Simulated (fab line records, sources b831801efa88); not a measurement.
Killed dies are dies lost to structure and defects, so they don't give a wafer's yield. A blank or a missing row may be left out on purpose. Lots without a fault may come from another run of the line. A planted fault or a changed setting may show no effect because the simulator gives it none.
Which tool did it? | flow sky130 | 11 lots, 33 wafers sampled, at 1 step of a route of 708

WHAT THE GAUGES READ, wafer by wafer
SKY_METAL1_CD_MEAS_15: target cd 140 nm.
lot  | measured     | on        | cd_nm (nm)
L932 | day 33 01:34 | cd_sem-01 | 140.4 140.6 140.8
L939 | day 35 13:13 | cd_sem-02 | 141.3 142.4 141.9
L940 | day 35 20:08 | cd_sem-01 | 137.5 136.2 137.1
L944 | day 37 05:13 | cd_sem-01 | 139.3 140.4 139.9
L945 | day 37 20:22 | cd_sem-01 | 137.6 137.8 137.2
L949 | day 38 18:01 | cd_sem-02 | 140.6 141.4 140.5
L948 | day 38 22:38 | cd_sem-01 | 139.8 140.9 141.2
L951 | day 39 08:23 | cd_sem-02 | 138.8 139.0 139.8
L952 | day 39 11:48 | cd_sem-02 | 141.3 139.4 139.7
L953 | day 39 17:45 | cd_sem-01 | 141.5 142.5 142.9
L954 | day 39 23:35 | cd_sem-01 | 139.3 138.3 137.9

WHICH TOOL RAN EACH LOT (tool, then ch and the chambers of the sampled wafers, then the start)
The record holds no process step before these readings.

THE ANSWER, worked out from the rows above alone
Rule: what is usual is taken from the lots themselves. Put in order of their means at a reading, lots are off if they are a third of the lots or fewer, leave a main group of 4 or more, and stand apart from it by a gap of 3 or more times the standard deviation of the main group's means; of several such gaps the widest counts. A main group whose means are all the same, to the digits that the tables above print for the reading, isn't used. A lot without any number at a reading at which 4 lots or more have one is off too. The other lots that the step has rows for count as sound.
No lot is off at any reading shown: from this, nothing can be told.

WHAT THE SIMULATOR HAD PUT IN
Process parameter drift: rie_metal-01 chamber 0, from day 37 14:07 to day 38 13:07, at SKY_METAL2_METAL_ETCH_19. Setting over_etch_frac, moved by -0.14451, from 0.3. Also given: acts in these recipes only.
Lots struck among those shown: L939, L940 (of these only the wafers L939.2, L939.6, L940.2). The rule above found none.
